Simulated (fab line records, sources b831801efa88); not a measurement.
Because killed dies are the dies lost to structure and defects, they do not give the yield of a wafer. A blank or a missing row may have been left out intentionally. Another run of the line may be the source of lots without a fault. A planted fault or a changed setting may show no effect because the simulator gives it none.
Which tool was responsible? ; flow gf180mcu ; Sampling: 14 lots, 42 wafers, 4 of 602 route steps

WHAT EACH GAUGE READ, for each wafer
GF_PSD_TW_MEAS_11. Usual: for PSD_TW the level is 3185 and the standard deviation is 19.
lot;measured;on;PSD_TW;flag
L151;day 14 09:29;film-metro-04;3193 3205 3206;
L152;day 14 19:04;film-metro-03;3188 3197 3189;
L154;day 15 12:10;film-metro-03;3204 3222 3200;
L155;day 16 01:08;film-metro-03;3198 3204 3203;
L156;day 16 03:23;film-metro-02;3158 3163 3156;
L163;day 18 18:58;film-metro-03;3177 3199 3190;
L165;day 19 17:28;film-metro-03;3175 3179 3197;
L166;day 20 01:22;film-metro-02;3174 3168 3179;
L167;day 20 14:59;film-metro-02;3178 3182 3172;
L169;day 21 00:25;film-metro-03;3203 3185 3192;
L170;day 21 09:26;film-metro-03;3202 3199 3183;
L171;day 21 18:05;film-metro-02;3162 3163 3175;
L172;day 22 02:04;film-metro-02;3161 3151 3167;
L173;day 22 11:46;film-metro-02;3171 3180 3166;

GF_CONTACT_BOW_MEAS_05. Usual: for CONTACT_BOW the level is 66 um and the standard deviation is 6.6.
lot;measured;on;CONTACT_BOW (um);flag
L151;day 15 08:35;film-metro-02;80 70 71;
L152;day 15 18:44;film-metro-04;72 70 68;
L154;day 16 12:33;film-metro-04;65 68 66;
L155;day 17 01:41;film-metro-04;69 70 61;
L156;day 17 04:17;film-metro-01;52 70 67;
L163;day 19 21:49;film-metro-04;77 66 58;
L165;day 20 19:56;film-metro-04;66 60 64;
L166;day 21 03:24;film-metro-01;76 62 70;
L167;day 21 16:35;film-metro-04;68 69 67;
L169;day 22 01:41;film-metro-01;53 66 62;
L170;day 22 10:38;film-metro-04;73 70 73;
L171;day 22 19:35;film-metro-04;67 62 72;
L172;day 23 03:06;film-metro-02;62 65 62;
L173;day 23 12:37;film-metro-04;65 70 58;

TOOL THAT RAN EACH LOT (tool first, then ch and the chambers of the sampled wafers, then the start)
lot;GF_SAB_ETCH_11;GF_SALICIDE_RTA_08
L151;rie-diel-01 ch 0,2,3, day 15 07:10;rtp-anneal-02 ch 0, day 15 07:56
L152;rie-diel-01 ch 1,2,3, day 15 17:19;rtp-anneal-01 ch 0, day 15 18:07
L154;rie-diel-03 ch 1,2,3, day 16 11:07;rtp-anneal-01 ch 0, day 16 11:54
L155;rie-diel-01 ch 0,1,3, day 17 00:16;rtp-anneal-01 ch 0, day 17 01:03
L156;rie-diel-01 ch 1,2, day 17 02:46;rtp-anneal-01 ch 0, day 17 03:35
L163;rie-diel-03 ch 0,2,3, day 19 20:22;rtp-anneal-02 ch 0, day 19 21:10
L165;rie-diel-01 ch 0,1,3, day 20 18:31;rtp-anneal-01 ch 0, day 20 19:18
L166;rie-diel-03 ch 0,1, day 21 02:00;rtp-anneal-02 ch 0, day 21 02:46
L167;rie-diel-02 ch 1,2,3, day 21 15:09;rtp-anneal-01 ch 0, day 21 15:57
L169;rie-diel-02 ch 0,1, day 22 00:16;rtp-anneal-01 ch 0, day 22 01:03
L170;rie-diel-02 ch 1,3, day 22 09:12;rtp-anneal-02 ch 0, day 22 09:59
L171;rie-diel-02 ch 1,2,3, day 22 18:07;rtp-anneal-01 ch 0, day 22 18:56
L172;rie-diel-02 ch 1,2, day 23 01:40;rtp-anneal-01 ch 0, day 23 02:28
L173;rie-diel-02 ch 0,2,3, day 23 11:10;rtp-anneal-02 ch 0, day 23 11:56
- GF_SAB_ETCH_11: etches SiO2 in C4F8/O2/Ar, target depth 55 nm, time 8.5 s.
- GF_SALICIDE_RTA_08: time 30 s.

WHAT THE TOOLS THEMSELVES READ (means of the sampled wafers that have a number; where no wafer has one, the mark that the record gives instead)
GF_SAB_ETCH_11. Usual: bias-w 1200 W, standard deviation 3.5; oes-product-au 1.002 a.u., standard deviation 0.0071.
lot;tool;bias-w (W);oes-product-au (a.u.);flag
L151;rie-diel-01;1197;0.996;
L152;rie-diel-01;1199;1.004;
L154;rie-diel-03;1198;1.001;
L155;rie-diel-01;1216;1.007;OFF
L156;rie-diel-01;1218;1.007;OFF
L163;rie-diel-03;1199;1.009;
L165;rie-diel-01;1198;1.004;
L166;rie-diel-03;1198;1.012;
L167;rie-diel-02;1202;1.002;
L169;rie-diel-02;1199;1.010;
L170;rie-diel-02;1198;0.994;
L171;rie-diel-02;1198;1.006;
L172;rie-diel-02;1200;1.011;
L173;rie-diel-02;1198;1.002;

GF_SALICIDE_RTA_08. Usual: lamp-power-pct 14.8 %, standard deviation 1.2; wafer_temp_C_max 803.2, standard deviation 0.87.
lot;tool;lamp-power-pct (%);wafer_temp_C_max;flag
L151;rtp-anneal-02;16.2;802.1;
L152;rtp-anneal-01;13.7;803.9;
L154;rtp-anneal-01;13.7;804.2;
L155;rtp-anneal-01;13.7;803.7;
L156;rtp-anneal-01;13.7;803.0;
L163;rtp-anneal-02;16.2;803.1;
L165;rtp-anneal-01;13.7;804.6;
L166;rtp-anneal-02;16.2;802.5;
L167;rtp-anneal-01;13.7;805.1;
L169;rtp-anneal-01;13.7;803.2;
L170;rtp-anneal-02;16.2;802.4;
L171;rtp-anneal-01;13.7;803.9;
L172;rtp-anneal-01;13.7;804.5;
L173;rtp-anneal-02;16.2;802.1;

THE ANSWER, worked out from the rows above alone
Rule: lot off if the mean of its wafers having a number is beyond 3 standard deviations from the usual mean. Also off: a lot with no number at a reading for which 4 or more lots have one. Where the step has rows for the other lots, those lots are counted as sound. The gauges are gone through in route order, then the tools' own readings, and for those a lot's mean is taken as printed above. At the first step where some lot is off, the reading lying furthest off is the one used; lots without a number count as furthest.
Off: L155, L156 (GF_SAB_ETCH_11, bias-w).
If a tool, at that step or one of the process steps before it, ran each lot that is off and ran no sound lot following the first of them, it fits. No candidate that was tried fits.

WHAT THE SIMULATOR HAD PUT IN
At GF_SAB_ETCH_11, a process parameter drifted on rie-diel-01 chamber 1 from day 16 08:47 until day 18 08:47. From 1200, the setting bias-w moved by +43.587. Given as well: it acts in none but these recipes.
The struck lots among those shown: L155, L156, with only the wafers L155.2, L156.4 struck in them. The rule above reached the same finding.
